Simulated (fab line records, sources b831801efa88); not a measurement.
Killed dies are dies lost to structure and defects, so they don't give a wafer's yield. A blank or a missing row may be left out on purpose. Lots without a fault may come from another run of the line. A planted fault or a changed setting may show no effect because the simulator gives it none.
Which tool did it? | flow gf180mcu | 14 lots, 42 wafers sampled, at 4 steps of a route of 602

WHAT THE GAUGES READ, wafer by wafer
GF_VT_IMPLANT_TW_MEAS_43. Usual: VT_IMPLANT_4_TW 685, standard deviation 3.9.
lot  | measured     | on            | VT_IMPLANT_4_TW | flag
L595 | day 7 20:16  | film_metro-02 | 691 687 691     |
L596 | day 8 03:43  | film_metro-02 | 692 689 688     |
L597 | day 8 10:46  | film_metro-04 | 688 683 687     |
L599 | day 9 00:29  | film_metro-01 | 680 677 677     |
L600 | day 9 03:28  | film_metro-04 | 684 682 683     |
L602 | day 9 17:08  | film_metro-02 | 692 700 694     |
L604 | day 10 09:04 | film_metro-01 | 682 685 681     |
L605 | day 10 14:40 | film_metro-01 | 682 683 685     |
L606 | day 10 18:05 | film_metro-01 | 683 683 683     |
L607 | day 11 05:11 | film_metro-01 | 684 683 685     |
L608 | day 11 10:31 | film_metro-01 | 685 684 687     |
L610 | day 12 01:55 | film_metro-04 | 681 684 684     |
L616 | day 13 19:52 | film_metro-01 | 30 30 30        | OFF
L617 | day 13 21:46 | film_metro-02 | 30 30 30        | OFF

GF_V3_OVL_MEAS_15. Usual: V3_OVL 5 nm, standard deviation 4.8.
lot  | measured     | on         | V3_OVL (nm) | flag
L595 | day 22 14:45 | overlay-02 | 5 3 -4      |
L596 | day 22 23:03 | overlay-02 | 6 3 3       |
L597 | day 23 12:38 | overlay-01 | 9 1 8       |
L599 | day 24 06:29 | overlay-02 | 8 5 8       |
L600 | day 24 08:05 | overlay-02 | 11 10 5     |
L602 | day 25 01:03 | overlay-01 | 5 -1 2      |
L604 | day 25 21:50 | overlay-01 | 3 1 -4      |
L605 | day 26 03:02 | overlay-01 | 13 6 17     |
L606 | day 26 10:12 | overlay-02 | 6 3 5       |
L607 | day 26 19:46 | overlay-01 | 8 -2 1      |
L608 | day 27 02:47 | overlay-02 | 5 7 11      |
L610 | day 27 17:36 | overlay-01 | 6 3 7       |

WHICH TOOL RAN EACH LOT (tool, then ch and the chambers of the sampled wafers, then the start)
lot  | GF_VT_IMPLANT_IMPLANT_41        | GF_V1_SPUTTER_21
L595 | implanter-04 ch 0, day 7 20:01  | pvd_sputter-04, day 18 11:02
L596 | implanter-01 ch 0, day 8 03:28  | pvd_sputter-04, day 18 18:29
L597 | implanter-02 ch 0, day 8 10:32  | pvd_sputter-02, day 19 09:45
L599 | implanter-01 ch 0, day 9 00:16  | pvd_sputter-02, day 20 03:25
L600 | implanter-01 ch 0, day 9 03:13  | pvd_sputter-04, day 20 05:44
L602 | implanter-02 ch 0, day 9 16:53  | pvd_sputter-02, day 21 01:26
L604 | implanter-01 ch 0, day 10 08:50 | pvd_sputter-04, day 21 23:52
L605 | implanter-02 ch 0, day 10 14:26 | pvd_sputter-02, day 22 05:35
L606 | implanter-04 ch 0, day 10 17:50 | pvd_sputter-04, day 22 12:17
L607 | implanter-02 ch 0, day 11 04:58 | pvd_sputter-04, day 23 01:26
L608 | implanter-01 ch 0, day 11 10:16 | pvd_sputter-01, day 23 07:32
L610 | implanter-04 ch 0, day 12 01:41 | pvd_sputter-04, day 23 23:57
L616 | implanter-04, day 13 19:37      | -
L617 | implanter-01, day 13 21:31      | -
- GF_VT_IMPLANT_IMPLANT_41
- GF_V1_SPUTTER_21: material Ti, target thk 15 nm, time 80.02 s.

WHAT THE TOOLS THEMSELVES READ (means of the sampled wafers that have a number; where no wafer has one, the mark that the record gives instead)
GF_VT_IMPLANT_IMPLANT_41. Usual: beam_energy_keV 69.997, standard deviation 0.023; beam_on_s 10.01 s, standard deviation 0.18; faraday_current_uA 5.71, standard deviation 0.1.
lot  | tool         | beam_energy_keV | beam_on_s (s) | faraday_current_uA | flag
L595 | implanter-04 | 70.028          | 10.01         | 5.71               |
L596 | implanter-01 | 70.014          | 9.99          | 5.72               |
L597 | implanter-02 | 70.001          | 10.12         | 5.65               |
L599 | implanter-01 | 69.974          | 10.10         | 5.67               |
L600 | implanter-01 | 69.967          | 10.19         | 5.62               |
L602 | implanter-02 | 70.025          | 10.01         | 5.70               |
L604 | implanter-01 | 69.987          | 10.11         | 5.65               |
L605 | implanter-02 | 69.993          | 9.98          | 5.73               |
L606 | implanter-04 | 69.990          | 9.97          | 5.73               |
L607 | implanter-02 | 69.970          | 9.92          | 5.77               |
L608 | implanter-01 | 69.976          | 10.07         | 5.65               |
L610 | implanter-04 | 70.031          | 9.93          | 5.75               |
L616 | implanter-04 | -               | -             | -                  | OFF
L617 | implanter-01 | -               | -             | -                  | OFF

GF_V1_SPUTTER_21. Usual: throttle_valve_pct 30.2 %, standard deviation 0.93.
lot  | tool           | throttle_valve_pct (%) | flag
L595 | pvd_sputter-04 | 30.1                   |
L596 | pvd_sputter-04 | 30.6                   |
L597 | pvd_sputter-02 | 29.1                   |
L599 | pvd_sputter-02 | 30.0                   |
L600 | pvd_sputter-04 | 30.6                   |
L602 | pvd_sputter-02 | 30.0                   |
L604 | pvd_sputter-04 | 30.1                   |
L605 | pvd_sputter-02 | 30.1                   |
L606 | pvd_sputter-04 | 30.6                   |
L607 | pvd_sputter-04 | 30.3                   |
L608 | pvd_sputter-01 | 30.4                   |
L610 | pvd_sputter-04 | 30.6                   |

THE ANSWER, worked out from the rows above alone
Rule: a lot is off if the mean of its wafers that have a number lies more than 3 standard deviations from the usual mean. A lot without any number at a reading at which 4 lots or more have one is off too. The other lots that the step has rows for count as sound. The gauges are gone through in route order, then the tools' own readings, and for those a lot's mean is taken as printed above. The first step at which some lot is off is used, and at that step the reading that is off furthest; a lot without a number counts as furthest.
Off: L616, L617, at GF_VT_IMPLANT_TW_MEAS_43 (VT_IMPLANT_4_TW).
A tool fits if, at a process step before that reading, it ran every lot that is off, and no sound lot after the first of them. The gauges at GF_VT_IMPLANT_TW_MEAS_43 aren't tried: what is off there is off at GF_VT_IMPLANT_IMPLANT_41 too, on other tools, and a gauge's error can't cause that. None of those tried fits.

WHAT THE SIMULATOR HAD PUT IN
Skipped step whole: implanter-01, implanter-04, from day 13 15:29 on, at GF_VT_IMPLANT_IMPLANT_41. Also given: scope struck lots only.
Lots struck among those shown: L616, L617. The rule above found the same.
